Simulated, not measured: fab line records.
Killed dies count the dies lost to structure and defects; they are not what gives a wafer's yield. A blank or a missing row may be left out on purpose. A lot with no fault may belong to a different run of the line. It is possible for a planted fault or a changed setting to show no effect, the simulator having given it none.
fab line records	flow sky130
[record] lots = 12	wafers = 36	lastDay = 50
route steps=708 shown DNWELL@43 NWELL@76 VT_ADJUST_LVTN@104
lots that met no fault: taken from a fault-free run of the same line
startH: the number of hours between the record's first day and the start of the first shown wafer of the lot	waitH: hours from the lot's prior step to this one	" as in the row above	L1.1+2: a single row standing in for several wafers	- no value present, or no start provided	* or withheld: withheld	< > ~ a bound
route shown NAME@n: NAME is a module with steps in the file, n the number in the route of the first one	usual: the fault-free wafers' mean and standard deviation	same: alike in all rows	chamber/n: place in a boat	sites: per-site readings	_std_site: their standard deviation	_edge_site: outer sites' mean less inner sites'	radiusMm: how far each site lies from the wafer's centre	mask NAME#n: copy n	behind: the last tool/chamber to shape the wafer	hold: why the lot went on hold/how many hours it stayed there/how the hold came to an end	device: the transistor (n, p or np) that didn't switch	end of line: the route-end tests of the same wafers	for a step that has no rows: nothing shown but its recipe	killed: dies lost to structure and defects at the first sort, not the wafer's yield	map: a wafer's dies, x killed, . not, _ none there
set.NAME: the setting as run; set.NAME@STEP: as run at that earlier step	model.NAME: the simulator's own value behind a step, which no gauge read
route steps across a sampled set of lots; one table per step, one row per wafer
services: from which hour (startH, from the record's first day; less than 0 if before it) a tool's chamber was out of use, for how many hours, and why
[[steps]]
[step SKY_DNWELL_STRIP_08]
[recipe] chemistry = O2/N2	powerW = 1400	pressureMtorr = 1500	platenTempC = withheld	o2FlowSccm = 3000	n2FlowSccm = 300	overashFraction = 0.5
[usual] drypumpMotorCurrentA = 6.1/0.39	oesProductAu = 0.722/0.0046	stripTimeToEndpointS = 36.98/0.12
lot.wafer	tool	chamber	startH	waitH	drypumpMotorCurrentA	oesProductAu	rfHoursCounterH	stripTimeToEndpointS
L692.3	plasmaAsher-03	1	65.46	0.1	5.5	0.724	-	37.14
L692.5	"	1	"	"	5.5	0.725	-	37.11
L692.6	"	0	"	"	6.1	0.719	-	37.06
L695.1	plasmaAsher-04	0	82.73	0.1	5.9	0.734	42	36.86
L695.5	"	0	"	"	5.9	0.726	-	36.98
L695.6	"	1	"	"	6.4	0.722	-	36.95
L696.2	plasmaAsher-03	0	85.05	0.1	6.2	0.713	44	36.98
L696.3	"	1	"	"	5.5	0.721	-	36.98
L696.5	"	0	"	"	6.1	0.715	-	36.86
L698.3	plasmaAsher-04	1	93.58	0.1	6.4	0.722	-	36.95
L698.4	"	0	"	"	5.9	0.727	-	36.87
L698.6	"	1	"	"	6.4	0.721	-	37.04
L699.3	plasmaAsher-04	1	101.21	0.1	6.4	0.726	-	36.97
L699.5	"	0	"	"	5.9	0.723	-	36.98
L699.6	"	1	"	"	6.4	0.715	-	36.94
L703.2	plasmaAsher-01	0	121.00	0.1	6.7	0.720	33	36.96
L703.3	"	0	"	"	6.7	0.727	-	37.08
L703.6	"	1	"	"	5.7	0.725	-	36.96
L707.1	plasmaAsher-01	0	150.63	0.1	6.7	0.718	37	36.83
L707.2	"	1	"	"	5.7	0.718	37	36.77
L707.4	"	1	"	"	5.7	0.720	-	36.87
L708.2	plasmaAsher-04	0	150.98	0.1	5.9	0.719	50	37.24
L708.4	"	0	"	"	5.9	0.716	-	37.05
L708.6	"	1	"	"	6.4	0.725	-	37.13
L709.1	plasmaAsher-04	1	156.98	0.1	6.4	0.720	51	36.96
L709.2	"	0	"	"	5.9	0.722	51	36.84
L709.6	"	0	"	"	5.9	0.723	-	36.93
L711.1	plasmaAsher-01	1	164.09	0.1	5.7	0.716	38	37.00
L711.4	"	0	"	"	6.7	0.718	-	36.95
L711.6	"	0	"	"	6.7	0.722	-	36.99
L712.1	plasmaAsher-01	0	169.50	0.1	6.7	0.708	38	36.68
L712.2	"	1	"	"	5.7	0.719	38	36.68
L712.3	"	1	"	"	5.7	0.719	-	36.71
L713.2	plasmaAsher-04	0	174.95	0.1	5.9	0.724	52	37.04
L713.5	"	0	"	"	5.9	0.722	-	37.10
L713.6	"	1	"	"	6.4	0.727	-	37.02
[step SKY_NWELL_OVL_MEAS_23]
[usual] NWELL_01_OVL = -1.3/1.3
lot.wafer	tool	chamber	startH	waitH	NWELL_01_OVL[nm]
L692.3	overlay-01	-	118.01	-	-1.3
L692.5	"	-	"	"	-0.2
L692.6	"	-	"	"	-1.1
L695.1	overlay-02	-	137.23	-	0.0
L695.5	"	-	"	"	-0.3
L695.6	"	-	"	"	-0.9
L696.2	overlay-01	-	140.85	-	-2.3
L696.3	"	-	"	"	-3.3
L696.5	"	-	"	"	-3.1
L698.3	overlay-02	-	150.16	-	0.6
L698.4	"	-	"	"	-1.0
L698.6	"	-	"	"	-0.8
L699.3	overlay-02	-	158.69	-	-2.1
L699.5	"	-	"	"	-0.1
L699.6	"	-	"	"	0.8
L703.2	overlay-01	-	180.55	-	-0.3
L703.3	"	-	"	"	0.0
L703.6	"	-	"	"	0.5
L707.1	overlay-01	-	214.75	-	-1.6
L707.2	"	-	"	"	-2.1
L707.4	"	-	"	"	-1.5
L708.2	overlay-01	-	215.76	-	-2.9
L708.4	"	-	"	"	1.6
L708.6	"	-	"	"	0.0
L709.1	overlay-01	-	219.70	-	0.3
L709.2	"	-	"	"	-0.5
L709.6	"	-	"	"	-2.0
L711.1	overlay-01	-	228.65	-	-3.4
L711.4	"	-	"	"	-1.5
L711.6	"	-	"	"	-4.2
L712.1	overlay-01	-	236.00	-	-2.6
L712.2	"	-	"	"	-0.8
L712.3	"	-	"	"	-0.6
L713.2	overlay-01	-	240.33	-	-1.5
L713.5	"	-	"	"	-1.8
L713.6	"	-	"	"	-1.9
[step SKY_VT_ADJUST_LVTN_OVL_MEAS_07]
[usual] VT_ADJUST_LVTN_OVL = -0.6/1.3
lot.wafer	tool	chamber	startH	waitH	VT_ADJUST_LVTN_OVL[nm]
L692.3	overlay-01	-	157.60	-	-2.6
L692.5	"	-	"	"	-2.2
L692.6	"	-	"	"	-1.9
L695.1	overlay-01	-	177.03	-	-0.4
L695.5	"	-	"	"	-2.1
L695.6	"	-	"	"	1.2
L696.2	overlay-01	-	182.75	-	-0.9
L696.3	"	-	"	"	-2.6
L696.5	"	-	"	"	-3.2
L698.3	overlay-01	-	193.49	-	-1.8
L698.4	"	-	"	"	0.1
L698.6	"	-	"	"	2.0
L699.3	overlay-01	-	200.66	-	-0.6
L699.5	"	-	"	"	-1.9
L699.6	"	-	"	"	-0.1
L703.2	overlay-01	-	224.60	-	-2.2
L703.3	"	-	"	"	-2.6
L703.6	"	-	"	"	-3.2
L707.1	overlay-01	-	262.25	-	-2.0
L707.2	"	-	"	"	-2.5
L707.4	"	-	"	"	-2.5
L708.2	overlay-02	-	263.30	-	0.0
L708.4	"	-	"	"	-0.2
L708.6	"	-	"	"	-2.4
L709.1	overlay-02	-	266.28	-	-0.2
L709.2	"	-	"	"	0.6
L709.6	"	-	"	"	-0.9
L711.1	overlay-02	-	276.94	-	-0.9
L711.4	"	-	"	"	-0.1
L711.6	"	-	"	"	0.6
L712.1	overlay-02	-	284.54	-	0.3
L712.2	"	-	"	"	0.0
L712.3	"	-	"	"	-0.2
L713.2	overlay-02	-	289.50	-	-0.5
L713.5	"	-	"	"	-0.8
L713.6	"	-	"	"	-0.6
[step SKY_VT_ADJUST_LVTN_IMPLANT_08]
[recipe] species = B	energyKev = 30	doseCm2 = 1.57e+12	tiltDeg = withheld
[usual] doseIonsCm2 = 1.5697e+12/1.6e+09	faradayCurrentUA = 8.86/0.16
lot.wafer	tool	chamber	startH	waitH	doseIonsCm2	faradayCurrentUA
L692.3	implanter-03	0	157.68	0.1	1.5665e+12	9.17
L692.5	"	0	"	"	1.5706e+12	8.79
L692.6	"	0	"	"	1.5703e+12	9.06
L695.1	implanter-02	0	177.07	0.0	1.5696e+12	8.84
L695.5	"	0	"	"	1.569e+12	8.76
L695.6	"	0	"	"	1.569e+12	8.94
L696.2	implanter-03	0	182.80	0.0	1.5679e+12	8.82
L696.3	"	0	"	"	1.5705e+12	8.94
L696.5	"	0	"	"	1.5699e+12	8.95
L698.3	implanter-02	0	193.57	0.1	1.5653e+12	8.82
L698.4	"	0	"	"	1.5686e+12	8.67
L698.6	"	0	"	"	1.5679e+12	8.59
L699.3	implanter-02	0	200.73	0.1	1.573e+12	8.67
L699.5	"	0	"	"	1.5679e+12	8.72
L699.6	"	0	"	"	1.5702e+12	9.10
L703.2	implanter-01	0	224.65	0.0	1.5709e+12	8.85
L703.3	"	0	"	"	1.5679e+12	8.79
L703.6	"	0	"	"	1.5675e+12	8.93
L707.1	implanter-03	0	262.28	0.0	2.0347e+12	11.38
L707.2	"	0	"	"	2.0331e+12	11.61
L707.4	"	0	"	"	2.0329e+12	11.43
L708.2	implanter-03	0	263.35	0.0	2.0365e+12	11.78
L708.4	"	0	"	"	2.0338e+12	11.70
L708.6	"	0	"	"	2.0344e+12	11.57
L709.1	implanter-03	0	266.31	0.0	2.0324e+12	11.47
L709.2	"	0	"	"	2.032e+12	11.20
L709.6	"	0	"	"	2.0335e+12	11.35
L711.1	implanter-01	0	276.98	0.0	1.5694e+12	8.92
L711.4	"	0	"	"	1.571e+12	8.59
L711.6	"	0	"	"	1.5698e+12	8.69
L712.1	implanter-01	0	284.58	0.0	1.5703e+12	8.71
L712.2	"	0	"	"	1.5688e+12	8.74
L712.3	"	0	"	"	1.5697e+12	9.25
L713.2	implanter-02	0	289.55	0.0	1.5675e+12	9.08
L713.5	"	0	"	"	1.5707e+12	8.87
L713.6	"	0	"	"	1.5675e+12	9.10
[step SKY_VT_ADJUST_LVTN_TW_MEAS_10]
[usual] VT_ADJUST_LVTN_TW = 244/4
lot.wafer	tool	chamber	startH	waitH	VT_ADJUST_LVTN_TW
L692.3	filmMetro-03	-	157.90	0.1	243
L692.5	"	-	"	"	244
L692.6	"	-	"	"	243
L695.1	filmMetro-04	-	177.32	0.1	239
L695.5	"	-	"	"	239
L695.6	"	-	"	"	239
L696.2	filmMetro-01	-	183.04	0.1	247
L696.3	"	-	"	"	249
L696.5	"	-	"	"	248
L698.3	filmMetro-01	-	193.79	0.1	248
L698.4	"	-	"	"	248
L698.6	"	-	"	"	247
L699.3	filmMetro-01	-	201.03	0.1	249
L699.5	"	-	"	"	248
L699.6	"	-	"	"	249
L703.2	filmMetro-03	-	224.89	0.1	245
L703.3	"	-	"	"	244
L703.6	"	-	"	"	244
L707.1	filmMetro-04	-	262.53	0.1	258
L707.2	"	-	"	"	257
L707.4	"	-	"	"	259
L708.2	filmMetro-04	-	263.59	0.1	258
L708.4	"	-	"	"	259
L708.6	"	-	"	"	258
L709.1	filmMetro-03	-	266.56	0.1	261
L709.2	"	-	"	"	262
L709.6	"	-	"	"	261
L711.1	filmMetro-01	-	277.23	0.1	249
L711.4	"	-	"	"	248
L711.6	"	-	"	"	248
L712.1	filmMetro-03	-	284.83	0.1	241
L712.2	"	-	"	"	242
L712.3	"	-	"	"	242
L713.2	filmMetro-03	-	289.79	0.1	244
L713.5	"	-	"	"	243
L713.6	"	-	"	"	244
[[services]]
tool	chamber	startH	hours	kind
implanter-01	-	57.45	10.4	repair
implanter-02	-	59.59	2.9	repair
implanter-03	-	71.32	1.1	repair
plasmaAsher-03	-	95.34	18.4	repair
plasmaAsher-01	-	101.19	5.6	repair
implanter-02	-	107.03	3.6	repair
plasmaAsher-03	-	113.75	9.0	pm
plasmaAsher-03	0	113.75	9.0	ventCycle
plasmaAsher-03	1	113.75	9.0	ventCycle
plasmaAsher-03	0	122.75	-	clean
plasmaAsher-03	1	122.75	-	clean
plasmaAsher-04	-	146.51	0.4	repair
plasmaAsher-01	-	158.02	2.8	pm
implanter-02	-	172.07	2.4	repair
plasmaAsher-03	-	199.45	14.6	pm
plasmaAsher-04	-	200.03	14.6	pm
implanter-03	-	225.79	8.1	repair
plasmaAsher-03	-	227.71	2.8	pm
plasmaAsher-03	-	262.96	5.4	repair
implanter-01	-	280.23	2.8	pm
implanter-01	-	284.94	3.2	repair
implanter-01	-	288.93	1.1	repair
plasmaAsher-03	-	288.94	1.2	repair
[[key]]
[firstSign] step = SKY_VT_ADJUST_LVTN_IMPLANT_08	reading = doseIonsCm2	direction = up	sigmas = 99+	usual = *	struck = *
[effect] step = SKY_VT_ADJUST_LVTN_IMPLANT_08	reading = faradayCurrentUA	direction = up	sigmas = 17	usual = 8.86	struck = 11.50
[effect] step = SKY_VT_ADJUST_LVTN_TW_MEAS_10	reading = VT_ADJUST_LVTN_TW	direction = up	sigmas = 3.9	usual = 244	struck = 259
metAt SKY_VT_ADJUST_LVTN_IMPLANT_08
struckLots L707,L708,L709
testerLeftOut L707,L708,L709
notActingAt SKY_DNWELL_STRIP_08,SKY_NWELL_OVL_MEAS_23,SKY_VT_ADJUST_LVTN_OVL_MEAS_07
onsetBetween 182.80 262.28
[fault] kind = processParameterDrift	tool = implanter-03	chamber = -	onsetH = 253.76	steps = SKY_VT_ADJUST_LVTN_IMPLANT_08	channel = doseCm2	offset = *	shape = step	endH = 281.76	actsIn = *	stated = *
// testerLeftOut: of these lots the tester's yield and bins aren't shown, on N5 and GAA mostly nor the transistor test; their killed dies are dies lost to structure and defects alone, not to doping, threshold or leakage, so they don't give the yield
